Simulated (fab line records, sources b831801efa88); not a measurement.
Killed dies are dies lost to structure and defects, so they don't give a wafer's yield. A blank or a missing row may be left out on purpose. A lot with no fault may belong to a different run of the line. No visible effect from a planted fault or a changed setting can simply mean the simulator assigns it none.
Lot-split experiment + flow gf180mcu + 5 lots, 23 wafers read, on a route of 602 steps

== SPLIT DETAILS ==
At GF_MIM_SPUTTER_01 (material TiN, target thk 30 nm, time 25 s), the setting time_s was moved away from the recipe's 25 s on 10 of the 23 wafers read, by -14.6% to +5.6%. This setting was run at the recipe's value on the other wafers.

The split's own step is where the reading is taken.

== THE READING ==
TiN_of_MIM_SPUTTER_01.thk_nm (the simulator's own value, which no gauge read), in nm, at GF_MIM_SPUTTER_01 (material TiN, target thk 30 nm, time 25 s). The file gives no usual value for it. Across the 13 wafers here that went through the recipe, the average is 30.04 nm and the standard deviation 0.28 nm.

| wafer  | tool, chamber at the split | time_s as run, s | against the recipe | TiN_of_MIM_SPUTTER_01.thk_nm, nm | against lot-mates on the recipe |
|--------|----------------------------|------------------|--------------------|----------------------------------|---------------------------------|
| L076.2 | pvd_sputter-02, -          | 26.39            | +5.6%              | 31.73                            | +1.56                           |
| L076.3 | pvd_sputter-02, -          | 25               | recipe             | 30.15                            | -                               |
| L076.4 | pvd_sputter-02, -          | 25               | recipe             | 30.2                             | -                               |
| L076.5 | pvd_sputter-02, -          | 26.39            | +5.6%              | 31.76                            | +1.59                           |
| L076.6 | pvd_sputter-02, -          | 26.39            | +5.6%              | 31.91                            | +1.74                           |
| L079.2 | pvd_sputter-02, -          | 25               | recipe             | 29.56                            | -                               |
| L079.3 | pvd_sputter-02, -          | 25               | recipe             | 29.62                            | -                               |
| L079.6 | pvd_sputter-02, -          | 25               | recipe             | 29.55                            | -                               |
| L082.2 | pvd_sputter-01, -          | 25               | recipe             | 30.05                            | -                               |
| L082.3 | pvd_sputter-01, -          | 25               | recipe             | 30.55                            | -                               |
| L082.4 | pvd_sputter-01, -          | 25               | recipe             | 30.06                            | -                               |
| L082.5 | pvd_sputter-01, -          | 23.65            | -5.4%              | 28.78                            | -1.44                           |
| L082.6 | pvd_sputter-01, -          | 23.65            | -5.4%              | 28.48                            | -1.74                           |
| L083.1 | pvd_sputter-01, -          | 21.36            | -14.6%             | 25.88                            | -4.30                           |
| L083.3 | pvd_sputter-01, -          | 25               | recipe             | 30.05                            | -                               |
| L083.4 | pvd_sputter-01, -          | 25               | recipe             | 30.3                             | -                               |
| L083.5 | pvd_sputter-01, -          | 21.36            | -14.6%             | 26.05                            | -4.12                           |
| L083.6 | pvd_sputter-01, -          | 21.36            | -14.6%             | 25.85                            | -4.32                           |
| L084.1 | pvd_sputter-02, -          | 25               | recipe             | 30.13                            | -                               |
| L084.3 | pvd_sputter-02, -          | 25               | recipe             | 30.15                            | -                               |
| L084.4 | pvd_sputter-02, -          | 23.16            | -7.4%              | 27.77                            | -2.36                           |
| L084.5 | pvd_sputter-02, -          | 23.16            | -7.4%              | 28.24                            | -1.89                           |
| L084.6 | pvd_sputter-02, -          | 25               | recipe             | 30.1                             | -                               |

FIT RESULTS
A straight line over all 23 wafers: TiN_of_MIM_SPUTTER_01.thk_nm changes by +0.287 nm for each +1% of time_s; r = +0.99; the points scatter about the line by 0.25 nm.
The same after taking each lot's own level away (the mean of its wafers on the recipe; 23 wafers): +0.292 nm for each +1%; r = +1.00; scatter 0.14 nm.
On that fit, the largest move of time_s shifts the reading by 4.2 nm.
Across the lots, their own levels run from 29.577 to 30.220 nm, a range of 2.3 times the standard deviation given above.
The two slopes are in agreement: the lot-to-lot level therefore moves the slope only a little.
Check: with one of the wafers moved furthest among these (-14.6%) left out of the fit, the line predicts -4.23 nm for it against its lot-mates. It came out at -4.3 nm against them.

== THESE WAFERS: OTHER SPLITS ==
Other splits were also applied to these wafers ahead of the reading. Each is held against what the fit with the lots' levels taken away leaves over:
| other split on the same wafers | wafers away from the commonest value | r with TiN_of_MIM_SPUTTER_01.thk_nm (lot level and that fit taken away) |
|--------------------------------|--------------------------------------|-------------------------------------------------------------------------|
| GF_M4_METAL_ETCH_16 icp_w      | 9                                    | -0.35                                                                   |

== THE FILE'S OWN FIT ==
TiN_of_MIM_SPUTTER_01.thk_nm changes by +0.292 nm for each +1% of time_s, r = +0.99.
